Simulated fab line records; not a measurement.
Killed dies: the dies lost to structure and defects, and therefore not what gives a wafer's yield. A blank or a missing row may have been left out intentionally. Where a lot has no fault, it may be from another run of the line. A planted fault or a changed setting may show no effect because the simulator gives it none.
A single fault, viewed from 2 desks | flow sky130 | numbers are kept per desk, each desk with only its own; the story behind them comes last

METROLOGY DESK
Lot by lot, what the gauges showed, no matter which tool ran the lot: averages of those sampled wafers that carry a number. Any lot whose mean is over 4 standard deviations away from the usual mean is out of limits and marked OUT; that distance is given in the brackets.
Columns: A = LOCAL_INTERCONNECT_OVL at SKY_LOCAL_INTERCONNECT_OVL_MEAS_12, usual -2 nm; B = CONTACT_HDPCVD_THK at SKY_CONTACT_THK_MEAS_03, usual 567 nm; C = CONTACT_OVL at SKY_CONTACT_OVL_MEAS_15, usual 1 nm
lot  | first seen here | A   | B              | C
L233 | day 30 04:26    | 4   | 564            | 2
L235 | day 31 23:29    | -3  | 565            | 5
L236 | day 31 23:50    | 3   | 563            | 0
L238 | day 35 08:19    | -11 | 564            | 7
L242 | day 35 10:46    | -2  | 559            | 8
L241 | day 35 13:35    | 3   | 559            | -7
L245 | day 35 16:13    | -1  | 552            | 4
L248 | day 35 20:31    | 6   | 557            | -12
L250 | day 35 22:28    | 5   | 526 (-5.4) OUT | -0
L252 | day 36 08:34    | -2  | 575            | 8
L253 | day 36 10:49    | -5  | 570            | -2
L254 | day 36 14:49    | -8  | 575            | 5
L256 | day 37 12:02    | -13 | 572            | 1
Finding of this desk: L250 out of limits, first seen on L250 at day 35 23:23 (CONTACT_HDPCVD_THK at SKY_CONTACT_THK_MEAS_03). Within limits: L233, L235, L236, L238, L242, L241, L245, L248, L252, L253, L254, L256.

TOOL OWNER'S DESK, hdpcvd-01
The tool's own readings at SKY_CONTACT_HDPCVD_02 (deposits SiO2, target thk 565 nm, time 94.2 s): means of the sampled wafers that have a number, for each lot that ran on this tool. Any lot whose mean is over 4 standard deviations away from the usual mean is out of limits and marked OUT; that distance is given in the brackets.
Columns: A = pressure-mtorr at SKY_CONTACT_HDPCVD_02, usual 5.998 mTorr; B = run-length-s at SKY_CONTACT_HDPCVD_02, usual 122.2 s
lot  | first seen here | A     | B
L233 | day 30 05:20    | 6.010 | 122.2
L236 | day 32 00:41    | 6.002 | 122.2
L238 | day 35 09:13    | 6.013 | 122.4
L242 | day 35 11:38    | 5.996 | 122.2
L241 | day 35 14:28    | 6.007 | 122.3
L245 | day 35 17:03    | 5.996 | 119.7 (-5.2) OUT
L248 | day 35 21:29    | 5.993 | 120.6
L250 | day 35 23:18    | 5.999 | 116.7 (-11) OUT
This desk's finding: out of limits on L245, L250; first on L245, day 35 17:03 (run-length-s at SKY_CONTACT_HDPCVD_02). Within limits: L233, L236, L238, L242, L241, L248.

TAKEN TOGETHER
The tool owner's desk could have raised an alarm at day 35 17:03, on L245, L250.
An alarm was possible from the metrology desk at day 35 23:23, on L250.
The metrology desk has L245 on record, within its limits.
On hdpcvd-01, each named lot ran SKY_CONTACT_HDPCVD_02.

WHAT THE SIMULATOR HAD PUT IN
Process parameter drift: hdpcvd-01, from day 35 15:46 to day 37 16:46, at SKY_CONTACT_HDPCVD_02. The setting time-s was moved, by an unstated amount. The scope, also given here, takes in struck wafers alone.
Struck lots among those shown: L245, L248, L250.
Counting hours from when the fault started, the first reading out of limits came at 1 for the tool owner's desk and at 8 for the metrology desk.
